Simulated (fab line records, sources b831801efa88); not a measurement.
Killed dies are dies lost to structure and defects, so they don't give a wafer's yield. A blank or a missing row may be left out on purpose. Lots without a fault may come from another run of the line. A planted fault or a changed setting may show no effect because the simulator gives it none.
fab line records | flow sky130
record lots=12 wafers=36 last_day=50
route steps=708 shown SONOS_TUNNEL@162 POLY_GATE@232 LDD_HVN@275 POLY_CUT@315 PAD_OPEN@708
lots that met no fault: from a run of the same line without faults
start_h: hours from the record's first day to the start of the lot's first wafer shown | wait_h: hours since the lot's step before | " the same as in the row above | L1.1+2: a row that stands for several wafers | - no value, or no start given | * or withheld: withheld | < > ~ a bound
route shown NAME@n: a module of which the file shows steps, and the number in the route of the first | usual: mean/standard deviation of fault-free wafers | same: alike in all rows | chamber/n: place in a boat | sites: the reading at each site | _std_site: their standard deviation | _edge_site: outer sites' mean less inner sites' | radius_mm: how far each site lies from the wafer's centre | mask NAME#n: copy n | behind: the tool/chamber that last shaped the wafer | hold: why the lot was held/for how many hours/how that ended | device: the transistor (n, p or np) that didn't switch | end of line: the same wafers' tests at the end of the route | a step without rows: its recipe alone | killed: dies lost to structure and defects at the first sort, not the wafer's yield | map: a wafer's dies, x killed, . not, _ none there
set.NAME: the setting as run; set.NAME@STEP: as run at that earlier step | model.NAME: the simulator's own value behind a step, which no gauge read
steps of the route over a sample of lots; a table a step, a row a wafer
services: from which hour (start_h, from the record's first day; less than 0 if before it) a tool's chamber was out of use, for how many hours, and why
## steps
# step SKY_SONOS_TUNNEL_OVL_MEAS_08
# usual SONOS_TUNNEL_OVL=0.4/1.5
# columns lot.wafer tool chamber start_h wait_h SONOS_TUNNEL_OVL[nm]
L731.1 overlay-02 - 257.99 0.1 2.7
L731.3 " - " " 3.5
L731.5 " - " " 3.1
L733.2 overlay-01 - 268.10 0.1 -0.7
L733.4 " - " " 0.2
L733.6 " - " " -0.3
L734.4 overlay-01 - 271.71 0.1 -1.4
L734.5 " - " " -0.7
L734.6 " - " " -2.5
L735.2 overlay-02 - 278.66 0.1 -1.5
L735.3 " - " " -2.1
L735.6 " - " " -1.3
L736.1 overlay-01 - 287.89 0.1 0.7
L736.2 " - " " 1.9
L736.6 " - " " 3.3
L737.1 overlay-01 - 292.69 0.1 1.2
L737.5 " - " " 0.1
L737.6 " - " " 0.9
L740.1 overlay-01 - 319.74 0.1 -0.1
L740.2 " - " " -0.9
L740.3 " - " " -1.7
L745.2 overlay-01 - 356.59 0.1 -0.1
L745.4 " - " " -0.1
L745.5 " - " " -1.5
L746.1 overlay-01 - 361.59 0.1 1.9
L746.3 " - " " 2.9
L746.5 " - " " 3.0
L747.2 overlay-01 - 371.75 0.1 1.1
L747.5 " - " " 1.4
L747.6 " - " " -0.2
L750.2 overlay-02 - 397.49 0.1 0.5
L750.3 " - " " 1.7
L750.4 " - " " 1.0
L752.1 overlay-02 - 412.14 0.1 -1.5
L752.2 " - " " -2.8
L752.6 " - " " -1.2
# step SKY_POLY_GATE_STRIP_18
# recipe chemistry=O2/N2 power_w=1400 pressure_mtorr=1500 platen_temp_c=withheld o2_flow_sccm=3000 n2_flow_sccm=300 overash_fraction=0.5
# usual drypump_motor_current_A=5.7/0.47 oes_product_au=0.361/0.005 strip_time_to_endpoint_s=3.17/0.038
# columns lot.wafer tool chamber start_h wait_h drypump_motor_current_A oes_product_au rf_hours_counter_h strip_time_to_endpoint_s
L731.1 plasma_asher-01 0 373.06 0.0 5.0 0.364 70 3.20
L731.3 " 1 " " 6.4 0.360 - 3.14
L731.5 " 1 " " 6.4 0.361 - 3.21
L733.2 plasma_asher-02 0 389.97 0.0 6.2 0.363 53 3.15
L733.4 " 0 " " 6.2 0.361 - 3.19
L733.6 " 1 " " 6.0 0.361 - 3.22
L734.4 plasma_asher-04 0 391.09 0.1 5.5 0.364 - 3.17
L734.5 " 1 " " 5.4 0.354 - 3.10
L734.6 " 0 " " 5.5 0.355 - 3.13
L735.2 plasma_asher-01 0 400.66 0.0 4.9 0.356 73 3.18
L735.3 " 1 " " 6.4 0.361 - 3.15
L735.6 " 0 " " 5.0 0.365 - 3.19
L736.1 plasma_asher-04 0 411.76 0.0 5.5 0.360 29 3.14
L736.2 " 1 " " 5.4 0.373 29 3.22
L736.6 " 1 " " 5.4 0.359 - 3.21
L737.1 plasma_asher-02 0 417.12 0.0 6.1 0.350 56 3.20
L737.5 " 1 " " 5.9 0.353 - 3.10
L737.6 " 0 " " 6.2 0.358 - 3.12
L740.1 plasma_asher-04 0 454.61 0.0 5.5 0.362 34 3.19
L740.2 " 1 " " 5.4 0.365 34 3.23
L740.3 " 1 " " 5.4 0.362 - 3.26
L745.2 plasma_asher-04 1 495.96 0.0 5.4 0.361 37 3.16
L745.4 " 1 " " 5.4 0.370 - 3.22
L745.5 " 1 " " 5.4 0.368 - 3.18
L746.1 plasma_asher-04 1 497.11 0.0 5.4 0.359 37 3.16
L746.3 " 0 " " 5.5 0.361 - 3.19
L746.5 " 1 " " 5.4 0.364 - 3.18
L747.2 plasma_asher-04 1 508.82 0.0 5.4 0.358 39 3.17
L747.5 " 0 " " 5.5 0.364 - 3.17
L747.6 " 1 " " 5.4 0.359 - 3.17
L750.2 plasma_asher-04 0 536.32 0.0 5.5 0.360 42 3.17
L750.3 " 0 " " 5.5 0.360 - 3.15
L750.4 " 1 " " 5.4 0.360 - 3.15
L752.1 plasma_asher-04 0 549.16 0.0 5.5 0.360 43 3.19
L752.2 " 1 " " 5.4 0.360 43 3.16
L752.6 " 0 " " 5.5 0.361 - 3.24
# step SKY_LDD_HVN_IMPLANT_08
# recipe species=P energy_kev=59.23 dose_cm2=3e+13 tilt_deg=40
# usual dose_ions_cm2=3.001e+13/3.5e+10 end_station_pressure_torr=5.13e-06/2.5e-07 faraday_current_uA=170/3.3 tilt_deg=39.999/0.023
# columns lot.wafer tool chamber start_h wait_h dose_ions_cm2 end_station_pressure_torr faraday_current_uA tilt_deg
L731.1 implanter-04 0 468.21 0.0 3e+13 4.92e-06 168 39.992
L731.3 " 0 " " 2.996e+13 5.26e-06 170 40.003
L731.5 " 0 " " 3.005e+13 5.45e-06 170 39.967
L734.4 implanter-04 0 488.73 0.1 3e+13 5.39e-06 168 40.012
L734.5 " 0 " " 2.996e+13 5.38e-06 174 40.031
L734.6 " 0 " " 2.999e+13 5.04e-06 163 40.015
L733.2 implanter-01 0 489.28 0.0 3.003e+13 4.9e-06 171 40.017
L733.4 " 0 " " 3.003e+13 5.83e-06 166 39.996
L733.6 " 0 " " 3.001e+13 5.49e-06 169 39.998
L735.2 implanter-04 0 496.78 0.0 2.999e+13 4.96e-06 173 40.000
L735.3 " 0 " " 3.004e+13 4.81e-06 165 39.984
L735.6 " 0 " " 2.998e+13 5.33e-06 170 40.017
L736.1 implanter-03 0 507.55 0.0 3.003e+13 5.05e-06 172 39.973
L736.2 " 0 " " 3.004e+13 5.01e-06 173 39.952
L736.6 " 0 " " 2.998e+13 5.29e-06 172 39.968
L737.1 implanter-01 0 512.70 0.0 3.001e+13 5.11e-06 164 40.019
L737.5 " 0 " " 3.003e+13 4.94e-06 167 39.974
L737.6 " 0 " " 3.008e+13 5.23e-06 173 40.026
L740.1 implanter-04 0 548.91 0.0 3.002e+13 5.44e-06 168 40.005
L740.2 " 0 " " 3.005e+13 4.95e-06 166 39.976
L740.3 " 0 " " 3.001e+13 5.18e-06 169 39.981
L745.2 implanter-04 0 589.28 0.0 2.397e+14 6.13e-06 1339 40.001
L745.4 " 0 " " 2.3968e+14 6.08e-06 1345 40.003
L745.5 " 0 " " 2.397e+14 5.91e-06 1363 39.980
L746.1 implanter-04 0 590.25 0.0 2.3967e+14 5.58e-06 1351 39.979
L746.3 " 0 " " 2.3969e+14 6.2e-06 1367 39.974
L746.5 " 0 " " 2.3971e+14 6.43e-06 1377 39.991
L747.2 implanter-01 0 600.78 0.0 3.003e+13 5.27e-06 168 39.987
L747.5 " 0 " " 3.01e+13 5.06e-06 169 39.985
L747.6 " 0 " " 3.002e+13 5.24e-06 164 39.982
L750.2 implanter-03 0 626.88 0.0 2.995e+13 5.06e-06 166 40.017
L750.3 " 0 " " 2.996e+13 4.97e-06 176 39.986
L750.4 " 0 " " 3e+13 5.17e-06 176 40.048
L752.1 implanter-03 0 638.95 0.0 2.992e+13 5.52e-06 170 40.036
L752.2 " 0 " " 3.001e+13 5.31e-06 167 40.049
L752.6 " 0 " " 2.994e+13 5.35e-06 174 40.067
# step SKY_LDD_HVN_TW_MEAS_10
# usual LDD_HVN_TW=1423/7.9
# columns lot.wafer tool chamber start_h wait_h LDD_HVN_TW
L731.1 film_metro-01 - 468.46 0.1 1419
L731.3 " - " " 1420
L731.5 " - " " 1426
L734.4 film_metro-04 - 488.94 0.1 1421
L734.5 " - " " 1419
L734.6 " - " " 1419
L733.2 film_metro-02 - 489.52 0.1 1417
L733.4 " - " " 1425
L733.6 " - " " 1413
L735.2 film_metro-01 - 497.02 0.1 1428
L735.3 " - " " 1434
L735.6 " - " " 1435
L736.1 film_metro-04 - 507.80 0.1 1414
L736.2 " - " " 1413
L736.6 " - " " 1411
L737.1 film_metro-02 - 512.95 0.1 1432
L737.5 " - " " 1428
L737.6 " - " " 1428
L740.1 film_metro-01 - 549.16 0.1 1429
L740.2 " - " " 1426
L740.3 " - " " 1424
L745.2 film_metro-01 - 589.52 0.1 2735
L745.4 " - " " 2724
L745.5 " - " " 2726
L746.1 film_metro-02 - 590.50 0.1 2717
L746.3 " - " " 2722
L746.5 " - " " 2725
L747.2 film_metro-04 - 601.01 0.1 1412
L747.5 " - " " 1415
L747.6 " - " " 1402
L750.2 film_metro-04 - 627.12 0.1 1420
L750.3 " - " " 1414
L750.4 " - " " 1416
L752.1 film_metro-01 - 639.20 0.1 1437
L752.2 " - " " 1432
L752.6 " - " " 1439
# step SKY_POLY_CUT_CD_MEAS_08
# recipe target_cd_nm=270
# usual cd_nm=270.1/1.3
# columns lot.wafer tool chamber start_h wait_h cd_nm
L731.1 cd_sem-01 - 562.52 - 269.0
L731.3 " - " " 268.7
L731.5 " - " " 269.7
L734.4 cd_sem-01 - 581.33 - 272.2
L734.5 " - " " 272.7
L734.6 " - " " 270.7
L733.2 cd_sem-02 - 582.44 - 269.9
L733.4 " - " " 271.5
L733.6 " - " " 269.3
L735.2 cd_sem-01 - 589.59 - 269.1
L735.3 " - " " 270.0
L735.6 " - " " 270.1
L736.1 cd_sem-02 - 599.82 - 270.2
L736.2 " - " " 271.6
L736.6 " - " " 271.6
L737.1 cd_sem-02 - 638.17 - 270.0
L737.5 " - " " 270.3
L737.6 " - " " 270.4
L740.1 cd_sem-01 - 640.32 - 269.1
L740.2 " - " " 270.3
L740.3 " - " " 269.2
L745.2 cd_sem-01 - 675.54 - 270.2
L745.4 " - " " 269.5
L745.5 " - " " 268.8
L746.1 cd_sem-01 - 677.92 - 270.2
L746.3 " - " " 268.7
L746.5 " - " " 268.3
L747.2 cd_sem-02 - 687.29 - 270.3
L747.5 " - " " 270.9
L747.6 " - " " 271.7
L750.2 cd_sem-01 - 713.74 - 271.7
L750.3 " - " " 270.4
L750.4 " - " " 271.9
L752.1 cd_sem-02 - 726.67 - 268.5
L752.2 " - " " 268.3
L752.6 " - " " 268.5
# step SKY_PAD_OPEN_PROBE_99
# usual killed_at_M0_to_M3=44/7.1 killed_at_M4_up=3/1.6 killed_at_contacts=24/5.4 killed_at_front_end=15/4.7 killed_at_other=0.3/0.51 killed_dies=87/9.9 killed_on_rim=17/4 killed_open=48/7.6 killed_short=39/6.3
# same gross_dies=492 killed_at_back_side=0
# columns lot.wafer tool chamber start_h wait_h killed_at_M0_to_M3 killed_at_M4_up killed_at_contacts killed_at_front_end killed_at_other killed_dies killed_on_rim killed_open killed_short
L737.1 prober-01 - 1130.59 0.1 35 4 26 13 0 78 11 42 36
L737.5 prober-01 - 1130.79 0.2 43 2 17 21 0 83 17 46 37
L737.6 prober-01 - 1130.84 0.2 42 2 23 16 1 84 14 38 46
L745.2 prober-01 - 1156.00 0.1 36 3 23 17 0 79 11 50 29
L745.4 prober-01 - 1156.10 0.2 43 3 18 21 0 85 21 49 36
L745.5 prober-01 - 1156.15 0.2 45 4 20 16 1 86 20 50 36
# killed by level:class
L737.1 CONTACT:geometric_particle:open=9 LOCAL_INTERCONNECT:geometric_particle:short=7 METAL2:geometric_particle:short=7 POLY_GATE:geometric_particle:open=6 VIA3:geometric_particle:open=6 METAL1:geometric_particle:short=5 VIA2:geometric_particle:open=5 FIELD_ISO:geometric_particle:open=4
L737.5 VIA1:geometric_particle:open=11 CONTACT:geometric_particle:open=7 FIELD_ISO:geometric_particle:open=6 LI_CONTACT:geometric_particle:open=6 METAL1:geometric_particle:short=6 VIA1:geometric_particle:short=6 VIA3:geometric_particle:short=6 FIELD_ISO:geometric_particle:short=5
L737.6 FIELD_ISO:geometric_particle:open=10 METAL1:geometric_particle:short=9 CONTACT:geometric_particle:open=8 METAL2:geometric_particle:short=8 LOCAL_INTERCONNECT:geometric_particle:short=6 VIA1:geometric_particle:open=6 METAL1:geometric_particle:open=4 VIA1:geometric_particle:short=4
L745.2 LI_CONTACT:geometric_particle:open=14 VIA1:geometric_particle:open=8 VIA3:geometric_particle:open=8 FIELD_ISO:geometric_particle:open=5 POLY_GATE:geometric_particle:short=5 METAL1:geometric_particle:short=4 CONTACT:geometric_particle:open=4 VIA2:geometric_particle:open=4
L745.4 VIA2:geometric_particle:open=9 VIA1:geometric_particle:open=7 FIELD_ISO:geometric_particle:short=6 CONTACT:geometric_particle:open=6 VIA3:geometric_particle:short=5 VIA3:geometric_particle:open=5 FIELD_ISO:geometric_particle:open=4 LI_CONTACT:geometric_particle:open=4
L745.5 VIA1:geometric_particle:open=15 CONTACT:geometric_particle:open=9 METAL2:geometric_particle:short=7 LI_CONTACT:geometric_particle:open=6 POLY_GATE:geometric_particle:open=5 VIA2:geometric_particle:open=5 SPACER:geometric_particle:short=4 METAL1:geometric_particle:short=4
## services
# columns tool chamber start_h hours kind
plasma_asher-04 - 354.86 16.7 repair
implanter-01 - 362.86 2.6 repair
plasma_asher-04 - 379.28 3.2 repair
implanter-04 - 421.18 2.0 repair
plasma_asher-01 - 421.25 9.0 pm
plasma_asher-01 0 421.25 9.0 vent_cycle
plasma_asher-01 1 421.25 9.0 vent_cycle
implanter-01 - 428.01 2.4 repair
plasma_asher-01 0 430.25 - clean
plasma_asher-01 1 430.25 - clean
implanter-04 - 434.04 4.1 pm
plasma_asher-01 - 457.79 1.4 repair
implanter-03 - 511.64 3.7 pm
implanter-04 - 562.68 6.6 repair
implanter-01 - 563.43 3.1 repair
implanter-03 - 576.57 1.5 repair
implanter-01 - 577.84 4.4 repair
plasma_asher-01 - 594.41 9.1 repair
implanter-01 - 595.01 1.7 repair
## key
first_sign step=SKY_LDD_HVN_IMPLANT_08 reading=dose_ions_cm2 direction=up sigmas=99+ usual=* struck=*
effect step=SKY_LDD_HVN_IMPLANT_08 reading=faraday_current_uA direction=up sigmas=99+ usual=170 struck=1357
effect step=SKY_LDD_HVN_TW_MEAS_10 reading=LDD_HVN_TW direction=up sigmas=99+ usual=1423 struck=2725
met_at SKY_LDD_HVN_IMPLANT_08
struck_lots L745,L746
tester_left_out L745,L746
not_acting_at SKY_SONOS_TUNNEL_OVL_MEAS_08,SKY_POLY_GATE_STRIP_18,SKY_POLY_CUT_CD_MEAS_08
onset_between 548.91 589.28
fault kind=process_parameter_drift tool=implanter-04 chamber=- onset_h=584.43 steps=SKY_LDD_HVN_IMPLANT_08 channel=dose_cm2 offset=* shape=step end_h=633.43 acts_in=* stated=*
# tester_left_out: of these lots the tester's yield and bins aren't shown, on N5 and GAA mostly nor the transistor test; their killed dies are dies lost to structure and defects alone, not to doping, threshold or leakage, so they don't give the yield
